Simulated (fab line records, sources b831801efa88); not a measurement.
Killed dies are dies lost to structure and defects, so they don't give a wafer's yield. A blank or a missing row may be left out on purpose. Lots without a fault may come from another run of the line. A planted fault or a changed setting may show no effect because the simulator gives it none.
fab line records | flow sky130 | part 2 of 2: steps 44 to 44 of 44
record lots=6 wafers=18 last_day=50
route steps=708 shown SONOS_TUNNEL@160 SONOS_ONO@168 GATE_OXIDE@187 PAD_OPEN@708
lots that met no fault: from a run of the same line without faults
start_h: hours from the record's first day to the start of the lot's first wafer shown | wait_h: hours since the lot's step before | " the same as in the row above | L1.1+2: a row that stands for several wafers | - no value, or no start given | * or withheld: withheld | < > ~ a bound
route shown NAME@n: a module of which the file shows steps, and the number in the route of the first | usual: mean/standard deviation of fault-free wafers | same: alike in all rows | chamber/n: place in a boat | sites: the reading at each site | _std_site: their standard deviation | _edge_site: outer sites' mean less inner sites' | radius_mm: how far each site lies from the wafer's centre | mask NAME#n: copy n | behind: the tool/chamber that last shaped the wafer | hold: why the lot was held/for how many hours/how that ended | device: the transistor (n, p or np) that didn't switch | end of line: the same wafers' tests at the end of the route | a step without rows: its recipe alone | killed: dies lost to structure and defects at the first sort, not the wafer's yield | map: a wafer's dies, x killed, . not, _ none there
set.NAME: the setting as run; set.NAME@STEP: as run at that earlier step | model.NAME: the simulator's own value behind a step, which no gauge read
lots at some steps of the route; a table a step, a row a wafer
services: from which hour (start_h, from the record's first day; less than 0 if before it) a tool's chamber was out of use, for how many hours, and why
## steps
# step SKY_PAD_OPEN_PROBE_99
# usual killed_at_M0_to_M3=43/6.3 killed_at_M4_up=3.1/1.9 killed_at_contacts=24/5.1 killed_at_front_end=14/4.3 killed_at_other=0.3/0.53 killed_dies=85/8.8 killed_open=46/7.1 killed_short=38/5.9
# same gross_dies=492 killed_at_back_side=0
# columns lot.wafer tool chamber start_h wait_h killed_at_M0_to_M3 killed_at_M4_up killed_at_contacts killed_at_front_end killed_at_other killed_dies killed_open killed_short model.etest.sonos_erased.drive_ua_um model.etest.sonos_uncharged.r_on_ohm_um model.etest.cap_ono.gate_log10_a_cm2 model.etest.cap_ono.gate_bv_v model.etest.cap_ono.tox_acc_nm model.etest.sonos_programmed.off_log10_a_um model.etest.sonos_programmed.vt_v model.etest.sonos_erased.vt_v
L759.1 prober-02 - 1078.78 0.1 32 2 18 17 0 69 39 30 162.2 829.2 -7.936 16.57 12.87 -13.99 1.479 -2.232
L759.2 prober-02 - 1078.83 0.1 52 2 20 9 0 83 49 34 155.6 813.4 -7.882 16.26 12.89 -14.02 1.446 -2.249
L759.4 prober-02 - 1078.93 0.2 36 1 19 11 0 67 34 33 203.4 815.2 -7.829 15.79 12.8 -14 1.554 -2.323
L766.1 prober-01 - 1124.78 0.1 30 1 28 13 0 72 40 32 180 796.3 -7.897 16.23 12.85 -13.86 1.487 -2.268
L766.2 prober-01 - 1124.83 0.1 43 5 38 18 0 104 61 43 208.7 795.7 -7.817 15.98 12.83 -13.9 1.477 -2.328
L766.4 prober-01 - 1124.93 0.2 46 5 16 18 0 85 44 41 168.8 814.7 -7.894 16.78 12.89 -14.11 1.491 -2.27
L772.2 prober-01 - 1157.05 0.1 33 2 23 13 1 72 38 33 144.8 836.7 -9.02 17.55 13.72 -13.67 1.04 -1.881
L772.3 prober-01 - 1157.10 0.2 43 4 28 12 0 87 51 36 153.7 856.6 -9.03 17.06 13.68 -13.39 1.001 -1.903
L772.4 prober-01 - 1157.15 0.2 38 1 25 14 1 79 48 31 122.7 827.4 -9.09 16.76 13.72 -13.46 1.011 -1.815
L773.1 prober-02 - 1157.28 0.1 40 4 21 8 0 73 37 36 126.8 850.2 -9.192 17.22 14 -13.25 0.9398 -1.726
L773.3 prober-02 - 1157.38 0.2 44 1 18 16 1 80 32 48 135.6 848.9 -9.155 17.4 13.87 -13.05 0.9232 -1.782
L773.6 prober-02 - 1157.53 0.2 44 0 12 7 0 63 42 21 117.3 836 -9.235 17.67 13.92 -12.91 0.9195 -1.711
L780.3 prober-02 - 1193.03 0.2 45 3 21 17 0 86 54 32 194.5 811.4 -7.887 16.78 12.82 -14.06 1.575 -2.336
L780.4 prober-02 - 1193.08 0.2 53 4 14 16 1 88 44 42 195.3 802.6 -8.038 16.16 12.91 -13.93 1.466 -2.28
L780.6 prober-02 - 1193.18 0.2 40 4 23 19 3 89 50 39 174.2 809.1 -7.858 16.58 12.86 -13.89 1.548 -2.273
L781.1 prober-01 - 1198.62 0.1 41 3 27 13 0 84 53 31 171 826.2 -8.187 16.68 13.08 -14.04 1.359 -2.218
L781.4 prober-01 - 1198.77 0.2 42 5 20 22 0 89 49 40 185.5 815.6 -8.21 17.24 13.08 -13.88 1.349 -2.247
L781.5 prober-01 - 1198.82 0.2 50 4 16 20 0 90 46 44 178.8 815.7 -7.936 16.88 12.94 -13.85 1.382 -2.279
# killed by level:class
L759.1 FIELD_ISO:geometric_particle:open=10 VIA1:geometric_particle:open=8 VIA3:geometric_particle:open=8 CONTACT:geometric_particle:short=6 METAL1:geometric_particle:short=5 LI_CONTACT:geometric_particle:open=5 FIELD_ISO:geometric_particle:short=4 METAL2:geometric_particle:short=4
L759.2 VIA1:geometric_particle:open=15 LI_CONTACT:geometric_particle:open=11 VIA3:geometric_particle:open=7 VIA1:geometric_particle:short=7 METAL3:geometric_particle:short=5 FIELD_ISO:geometric_particle:open=4 CONTACT:geometric_particle:short=4 CONTACT:geometric_particle:open=4
L759.4 CONTACT:geometric_particle:short=9 METAL2:geometric_particle:short=7 VIA1:geometric_particle:open=6 FIELD_ISO:geometric_particle:open=5 CONTACT:geometric_particle:open=5 FIELD_ISO:geometric_particle:short=4 METAL1:geometric_particle:open=4 VIA1:geometric_particle:short=4
L766.1 LI_CONTACT:geometric_particle:open=9 CONTACT:geometric_particle:open=8 LOCAL_INTERCONNECT:geometric_particle:short=7 VIA1:geometric_particle:open=6 METAL2:geometric_particle:short=4 FIELD_ISO:geometric_particle:open=4 VIA3:geometric_particle:short=4 VIA3:geometric_particle:open=4
L766.2 CONTACT:geometric_particle:open=15 LI_CONTACT:geometric_particle:open=11 VIA2:geometric_particle:open=10 VIA1:geometric_particle:open=9 POLY_GATE:geometric_particle:open=6 VIA2:geometric_particle:short=6 FIELD_ISO:geometric_particle:short=5 CONTACT:geometric_particle:short=5
L766.4 VIA1:geometric_particle:open=15 VIA3:geometric_particle:open=6 VIA1:geometric_particle:short=6 POLY_GATE:geometric_particle:short=5 POLY_GATE:geometric_particle:open=5 CONTACT:geometric_particle:open=5 METAL2:geometric_particle:short=5 FIELD_ISO:geometric_particle:open=4
L772.2 LOCAL_INTERCONNECT:geometric_particle:short=8 VIA1:geometric_particle:open=6 VIA3:geometric_particle:open=6 CONTACT:geometric_particle:open=6 METAL1:geometric_particle:short=6 LI_CONTACT:geometric_particle:open=5 VIA2:geometric_particle:open=5 FIELD_ISO:geometric_particle:short=3
L772.3 VIA1:geometric_particle:open=13 LI_CONTACT:geometric_particle:open=10 CONTACT:geometric_particle:open=9 VIA3:geometric_particle:open=8 VIA3:geometric_particle:short=5 METAL1:geometric_particle:short=4 METAL4:geometric_particle:short=4 VIA1:geometric_particle:short=4
L772.4 VIA1:geometric_particle:open=9 CONTACT:geometric_particle:open=9 LI_CONTACT:geometric_particle:open=8 VIA3:geometric_particle:open=6 FIELD_ISO:geometric_particle:open=5 LOCAL_INTERCONNECT:geometric_particle:short=5 POLY_GATE:geometric_particle:short=4 VIA2:geometric_particle:short=4
L773.1 CONTACT:geometric_particle:open=9 VIA1:geometric_particle:open=7 VIA3:geometric_particle:open=6 VIA1:geometric_particle:short=6 LI_CONTACT:geometric_particle:open=5 CONTACT:geometric_particle:short=5 METAL1:geometric_particle:short=5 VIA2:geometric_particle:open=5
L773.3 VIA1:geometric_particle:short=7 FIELD_ISO:geometric_particle:short=6 FIELD_ISO:geometric_particle:open=5 LI_CONTACT:geometric_particle:open=5 METAL1:geometric_particle:short=5 VIA1:geometric_particle:open=5 VIA2:geometric_particle:short=5 VIA2:geometric_particle:open=5
L773.6 VIA3:geometric_particle:open=10 VIA2:geometric_particle:open=9 VIA1:geometric_particle:open=6 CONTACT:geometric_particle:open=5 VIA1:geometric_particle:short=5 VIA3:geometric_particle:short=4 POLY_GATE:geometric_particle:open=3 LI_CONTACT:geometric_particle:open=3
L780.3 VIA1:geometric_particle:open=15 CONTACT:geometric_particle:open=7 VIA2:geometric_particle:open=7 LI_CONTACT:geometric_particle:open=6 VIA1:geometric_particle:short=6 VIA3:geometric_particle:open=6 POLY_GATE:geometric_particle:open=5 CONTACT:geometric_particle:short=4
L780.4 VIA1:geometric_particle:open=10 METAL1:geometric_particle:short=10 VIA2:geometric_particle:open=9 POLY_GATE:geometric_particle:open=6 CONTACT:geometric_particle:short=4 VIA3:geometric_particle:open=4 LI_CONTACT:geometric_particle:open=4 CONTACT:geometric_particle:open=4
L780.6 VIA1:geometric_particle:open=17 FIELD_ISO:geometric_particle:short=8 CONTACT:geometric_particle:open=8 METAL2:geometric_particle:short=5 POLY_GATE:geometric_particle:open=4 LI_CONTACT:geometric_particle:open=4 LOCAL_INTERCONNECT:geometric_particle:short=4 CONTACT:geometric_particle:short=4
L781.1 CONTACT:geometric_particle:open=11 VIA1:geometric_particle:open=11 LI_CONTACT:geometric_particle:open=8 VIA2:geometric_particle:open=8 VIA3:geometric_particle:open=7 FIELD_ISO:geometric_particle:open=4 FIELD_ISO:geometric_particle:short=4 CONTACT:geometric_particle:short=4
L781.4 VIA1:geometric_particle:open=11 LI_CONTACT:geometric_particle:open=10 FIELD_ISO:geometric_particle:short=7 VIA1:geometric_particle:short=6 FIELD_ISO:geometric_particle:open=5 POLY_GATE:geometric_particle:open=5 CONTACT:geometric_particle:open=4 METAL1:geometric_particle:short=4
L781.5 VIA1:geometric_particle:open=10 FIELD_ISO:geometric_particle:open=9 VIA3:geometric_particle:open=9 CONTACT:geometric_particle:open=6 VIA3:geometric_particle:short=5 FIELD_ISO:geometric_particle:short=5 VIA2:geometric_particle:open=5 VIA2:geometric_particle:short=5
## services
# columns tool chamber start_h hours kind
lpcvd-03 - 241.83 6.1 pm
wet_bench-03 - 242.91 3.0 repair
plasma_asher-01 - 248.62 2.9 repair
rie_diel-01 3 262.48 4.0 repair
rie_diel-01 0 265.71 2.5 repair
plasma_asher-03 - 298.60 0.9 repair
rie_diel-01 2 306.54 14.7 repair
rie_diel-04 2 329.10 2.6 repair
rie_diel-04 2 333.86 5.3 repair
rie_diel-02 1 344.45 3.3 repair
rie_diel-01 1 345.68 8.8 repair
rie_diel-01 0 347.75 2.7 repair
lpcvd-03 - 353.15 0.7 repair
rie_diel-04 0 389.34 9.8 repair
lpcvd-03 - 389.72 0.2 repair
rie_diel-02 1 392.43 5.8 repair
rie_diel-04 - 393.32 0.7 repair
plasma_asher-03 - 413.36 0.8 repair
plasma_asher-02 - 421.25 9.0 pm
wet_bench-03 - 429.15 2.5 repair
rie_diel-04 - 452.00 9.3 repair
rie_diel-02 2 468.21 2.8 repair
rie_diel-01 1 472.46 1.6 repair
plasma_asher-02 - 473.37 13.3 repair
## key
first_sign step=SKY_SONOS_ONO_THK_MEAS_05 reading=SONOS_ONO_CVD_04_THK direction=up sigmas=9.4 usual=5.73 struck=6.68
effect none on later readings
model_effect step=SKY_SONOS_ONO_CVD_04 value=SiO2_of_SONOS_ONO_CVD_04.thk_nm without=5.753 struck=6.674
model_effect step=SKY_GATE_OXIDE_CLEAN_15 value=SiO2_of_SONOS_ONO_CVD_04.thk_nm without=4.234 struck=5.155
model_effect step=SKY_PAD_OPEN_PROBE_99 value=etest.sonos_erased.drive_ua_um without=185.8 struck=133.5
met_at SKY_SONOS_ONO_CVD_04
struck_wafers L772.2,L772.3,L772.4,L773.1,L773.3,L773.6
tester_left_out L772,L773
onset_between 317.58 362.22
fault kind=process_parameter_drift tool=lpcvd-03 chamber=- onset_h=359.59 steps=SKY_SONOS_ONO_CVD_04 channel=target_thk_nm offset=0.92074 shape=step end_h=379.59 stated=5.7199
# tester_left_out: of these lots the tester's yield and bins aren't shown, on N5 and GAA mostly nor the transistor test; their killed dies are dies lost to structure and defects alone, not to doping, threshold or leakage, so they don't give the yield
